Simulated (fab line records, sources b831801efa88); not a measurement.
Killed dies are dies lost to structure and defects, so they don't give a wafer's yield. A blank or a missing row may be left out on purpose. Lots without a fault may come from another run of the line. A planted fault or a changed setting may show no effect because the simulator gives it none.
Chamber matching | flow sky130 | SKY_POLY_CUT_ETCH_11 on rie_diel-03: 4 sister chambers
The step etches Si3N4 in CF4/CH2F2/Ar, stops on poly-Si, time 42.5 s, target depth 60 nm. 4 wafers are shown with their chamber, then 7 later ones without.

WAFERS WITH THEIR CHAMBER
wafer  | chamber | drypump_motor_current_A (A)
L327.6 | 3       | 5.8
L338.6 | 1       | 5.6
L340.1 | 2       | 4.6
L340.3 | 0       | 5.9

WAFERS WITHOUT THEIR CHAMBER
wafer  | drypump_motor_current_A (A)
L340.4 | 5.9
L341.1 | 5.6
L341.2 | 5.9
L341.3 | 5.8
L344.1 | 5.6
L344.3 | 4.7
L344.6 | 4.6

WHICH CHAMBER EACH WENT THROUGH
wafer  | from the rows above | in truth
L340.4 | 0                   | 0
L341.1 | 1                   | 1
L341.2 | 0                   | 0
L341.3 | 3                   | 3
L344.1 | 1                   | 1
L344.3 | 2                   | 2
L344.6 | 2                   | 2
Placed correctly: 7 of 7. Can't be placed from these rows: 0. Placed wrongly: 0.
How it was worked out, from the rows above alone: a wafer's distance from a chamber is the root of the sum, over the readings, of the square of ((its reading less the chamber's mean) divided by the reading's scatter). The wafer belongs to the nearest chamber; if the next one is less than 2 further off, it can't be placed. A chamber's mean is the mean of its shown wafers. The scatter: with one shown wafer a chamber, the root of the mean of the squares of how far each hidden wafer lies from its nearest shown one.
